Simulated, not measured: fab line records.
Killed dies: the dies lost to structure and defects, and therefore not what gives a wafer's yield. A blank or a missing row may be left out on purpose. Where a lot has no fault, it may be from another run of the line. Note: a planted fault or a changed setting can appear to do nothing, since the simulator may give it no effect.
A lot that was struck, set against a sound lot / flow sky130 / 26 steps out of a route of 708
Sound: the wafers L124.3, L124.4, L124.6. Struck: wafers L112.2, L112.4, L112.6. The cause comes at the end.
Order at every step that has rows: each side's tool, ch and its chambers, its first start. Under that, the readings that differ: sound wafers / struck wafers / difference of the means / sigmas: that difference in standard deviations of wafers without a fault.
alike: readings whose means differ by less than 2 such deviations, and words and numbers that are the same on both sides. not compared: withheld readings, readings that some wafer has no value for, bounds like >300 that may hide the same value, and numbers for which the record gives no deviation and whose values overlap.
Wherever a step has rows on one side only, a row that says differs or no value, or a row with sigmas, the two part there. When numbers do not overlap yet have no deviation, they are printed without sigmas and do not part them. A reading that every wafer of one side lacks parts them only if that side has two wafers or more.

first, 1 step without rows for these wafers: SKY_VT_ADJUST_HVTP_IMPLANT_09.
SKY_VT_ADJUST_HVTP_STRIP_10: strips in O2/N2.
  sound on plasma_asher-02 ch 0,1, day 10 10:22; struck on plasma_asher-01 ch 1, day 7 01:13
  alike: chamber_pressure_mTorr, drypump_motor_current_A, oes_product_au, strip_time_to_endpoint_s
  not compared: rf_hours_counter_h
SKY_VT_ADJUST_HVTP_TW_MEAS_11:
  sound on film_metro-01, day 10 10:27; struck on film_metro-01, day 7 01:19
  alike: VT_ADJUST_HVTP_TW
then, 7 steps without rows for these wafers: SKY_VT_ADJUST_LVTN_DEHYDRATE_00 (time 60 s); SKY_VT_ADJUST_LVTN_HMDS_01 (prime time 60 s); SKY_VT_ADJUST_LVTN_COAT_02 (resist thk 3000 nm); SKY_VT_ADJUST_LVTN_SOFTBAKE_03; SKY_VT_ADJUST_LVTN_EXPOSE_04 (exposes mask NWM COMPLEMENT LESS NATIVE, target cd 840 nm); SKY_VT_ADJUST_LVTN_PEB_05; SKY_VT_ADJUST_LVTN_DEVELOP_06 (develop time 60 s).
SKY_VT_ADJUST_LVTN_OVL_MEAS_07:
  sound on overlay-01, day 11 09:23; struck on overlay-01, day 7 20:14
  alike: VT_ADJUST_LVTN_OVL
after that, 1 step had no rows for these wafers: SKY_VT_ADJUST_LVTN_IMPLANT_08.
SKY_VT_ADJUST_LVTN_STRIP_09: strips in O2/N2.
  sound on plasma_asher-04 ch 0,1, day 11 09:35; struck on plasma_asher-04 ch 0,1, day 7 20:25
  no value came back on the struck wafers for chamber_pressure_mTorr (mTorr), drypump_motor_current_A (A), oes_product_au (a.u.), strip_time_to_endpoint_s (s); on the sound wafers chamber_pressure_mTorr (mTorr) reads 1502.2 1499.7 1502.9
reading=model.coat_of_VT_ADJUST_LVTN_COAT_02.thk_nm (nm); sound=0 0 0; struck=2983 2979 2986; difference=+2983; sigmas=
  not compared: rf_hours_counter_h
SKY_VT_ADJUST_LVTN_TW_MEAS_10:
  sound on film_metro-04, day 11 09:41; struck on film_metro-02, day 7 20:31
  alike: VT_ADJUST_LVTN_TW
then, 7 steps without rows for these wafers: SKY_VT_ADJUST_LVTN_DEHYDRATE_11 (time 60 s); SKY_VT_ADJUST_LVTN_HMDS_12 (prime time 60 s); SKY_VT_ADJUST_LVTN_COAT_13 (resist thk 1140 nm); SKY_VT_ADJUST_LVTN_SOFTBAKE_14 (time 57.94 s); SKY_VT_ADJUST_LVTN_EXPOSE_15 (exposes mask HVN STD DERIVED, target cd 600 nm); SKY_VT_ADJUST_LVTN_PEB_16; SKY_VT_ADJUST_LVTN_DEVELOP_17 (develop time 60 s).
SKY_VT_ADJUST_LVTN_OVL_MEAS_18:
  sound on overlay-02, day 12 10:08; struck on overlay-01, day 8 16:44
  alike: VT_ADJUST_LVTN_01_OVL
after that, 1 step had no rows for these wafers: SKY_VT_ADJUST_LVTN_IMPLANT_19.
SKY_VT_ADJUST_LVTN_STRIP_20: strips in O2/N2.
  sound on plasma_asher-01 ch 0,1, day 12 10:20; struck on plasma_asher-03 ch 0,1, day 8 16:55
reading=drypump_motor_current_A (A); sound=5.2 5.2 5.2; struck=5.9 6.5 6.5; difference=+1.1; sigmas=+2
reading=oes_product_au (a.u.); sound=0.710 0.711 0.721; struck=0.731 0.735 0.724; difference=+0.016; sigmas=+4
reading=strip_time_to_endpoint_s (s); sound=14.20 14.21 14.23; struck=58.50 58.43 58.53; difference=+44.27; sigmas=+99 or more
  alike: chamber_pressure_mTorr
  not compared: rf_hours_counter_h
SKY_VT_ADJUST_LVTN_TW_MEAS_21:
  sound on film_metro-01, day 12 10:25; struck on film_metro-04, day 8 17:01
reading=VT_ADJUST_LVTN_2_TW; sound=191.6 190.0 190.7; struck=30.3 30.5 30.4; difference=-160.4; sigmas=-99 or more
then, 1 step without rows for these wafers: SKY_VT_ADJUST_NCORE_DEHYDRATE_00 (time 60 s).

## WHERE THEY PART
At SKY_VT_ADJUST_LVTN_STRIP_09 first; at SKY_VT_ADJUST_LVTN_TW_MEAS_21 last (within this record only).

WHY: what the simulator had put in
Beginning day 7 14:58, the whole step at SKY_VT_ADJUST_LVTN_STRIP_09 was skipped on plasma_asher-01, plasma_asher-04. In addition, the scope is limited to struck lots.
